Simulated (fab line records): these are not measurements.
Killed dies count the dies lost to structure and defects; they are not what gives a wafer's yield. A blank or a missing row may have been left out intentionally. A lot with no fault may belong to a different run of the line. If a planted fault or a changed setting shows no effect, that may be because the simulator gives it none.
Matching of chambers | flow gf180mcu | 4 sister chambers for GF_V2_CMP_26 on cmp-01
The step polishes, stops on SiO2, t overpolish 15 s, target thk 0 nm. 4 wafers are shown with their chamber, then 8 later ones without.

== WAFERS WITH THEIR CHAMBER ==
wafer  | chamber | motor_current_A (A)
L784.1 | 3       | 11.6
L786.4 | 2       | 10.5
L786.5 | 0       | 10.7
L787.3 | 1       | 11.9

== WAFERS WITHOUT THEIR CHAMBER ==
wafer  | motor_current_A (A)
L787.4 | 11.5
L787.6 | 11.5
L791.2 | 10.9
L791.4 | 11.9
L791.5 | 11.6
L792.3 | 11.4
L792.4 | 11.6
L792.5 | 11.8

== EACH ONE'S CHAMBER ==
wafer  | from the rows above     | in truth
L787.4 | 3                       | 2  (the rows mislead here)
L787.6 | 3                       | 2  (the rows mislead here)
L791.2 | can't be placed: 0 or 2 | 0
L791.4 | 1                       | 1
L791.5 | 3                       | 3
L792.3 | 3                       | 3
L792.4 | 3                       | 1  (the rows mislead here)
L792.5 | can't be placed: 1 or 3 | 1
Correct placement for 3 of the 8. Unplaceable from these rows: 2, with the true chamber sitting among the candidates in 2. Wrongly placed: 3.
How it was worked out, from the rows above alone: a wafer's distance from a chamber is the root of the sum, over the readings, of the square of ((its reading less the chamber's mean) divided by the reading's scatter). If the next closest chamber is less than 2 further off than the closest, the wafer can't be placed; otherwise it belongs to the closest. Each chamber's mean is taken over the wafers shown for it. The scatter: with one shown wafer a chamber, the root of the mean of the squares of how far each hidden wafer lies from its nearest shown one.
